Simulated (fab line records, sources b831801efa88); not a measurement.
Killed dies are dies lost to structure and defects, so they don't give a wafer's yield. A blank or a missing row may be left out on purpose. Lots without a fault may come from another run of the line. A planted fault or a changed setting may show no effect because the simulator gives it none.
Problem report in the 8D (eight disciplines) form, filled by code | flow sky130 | the parts of the form that need people (team, actions taken, sign-off) are left out

1. THE PROBLEM
plate_temp_C at SKY_POLY_GATE_SOFTBAKE_09 reads a mean of 93.26 C on 6 wafers of 2 lots; wafers without a fault read 100.01 C with a standard deviation of 0.11. That is -61 standard deviations from the usual mean.
The step: time 90 s.
First seen on wafer L900.1, day 18 12:00, on litho_track-01. The record holds 18 wafers of 6 lots with a number at this step. Rule for "out", or "out of limits": more than 4 standard deviations from the usual mean. The other wafers with a number count as sound.

2. WHAT IT IS AND WHAT IT IS NOT
question                    | is                                 | is not
which readings at this step | plate_temp_C, heater_power_total_W | -
which lots                  | L900, L901                         | L892, L895, L911, L915
which wafers of those lots  | all that have a number             | -
read on which tools         | litho_track-01                     | litho_track-02
when                        | from day 18 12:00                  | up to then (6 sound wafers); but 6 sound wafers of L911, L915 came after

3. SUSPECTS, AND WHAT RULES EACH OUT
Counting: a tool at a process step up to the reading stays a suspect if it ran every lot that is out and no sound lot after the first of them.
- litho_track-01 at SKY_POLY_GATE_SOFTBAKE_09 (time 90 s): kept. It ran every lot that is out, first L900 (day 18 12:00), and no sound lot after that; its last sound lot up to then is L892 (day 15 22:00). Its own readings are out on those wafers: heater_power_total_W, plate_temp_C.
Left after counting: litho_track-01 at SKY_POLY_GATE_SOFTBAKE_09.

4. THE CAUSE (what the simulator had put in)
Process parameter drift: litho_track-01, from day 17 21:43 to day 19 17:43, at SKY_POLY_GATE_SOFTBAKE_09. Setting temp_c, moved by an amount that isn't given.
Counting left only this tool.

5. THE CHAIN OF EFFECTS, in route order
Each row: a reading whose mean over the struck wafers that have a number lies more than 3 standard deviations from the usual. Only readings for which the record gives a usual standard deviation are gone through. hours: the time from each lot's start at the first step in this table that gives one to its start at this step, as a median over the lots. sigmas: the change in usual standard deviations.
hours | step                      | reading              | usual    | on struck wafers | change | sigmas
0     | SKY_POLY_GATE_SOFTBAKE_09 | heater_power_total_W | 57.36 W  | 51.95            | -5.41  | -49
0     | SKY_POLY_GATE_SOFTBAKE_09 | plate_temp_C         | 100.01 C | 93.26            | -6.75  | -61
The process steps in it:
- SKY_POLY_GATE_SOFTBAKE_09: time 90 s.
Later measuring or inspecting steps at which every struck wafer that the step has a row for has a number for every such reading, and none has moved that far: SKY_POLY_GATE_CD_MEAS_13, SKY_POLY_GATE_OVL_MEAS_14.

6. WHAT WOULD HAVE CAUGHT IT SOONER
In this record the first reading out of limits was taken at day 18 12:00, 14 hours after the fault began at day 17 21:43.
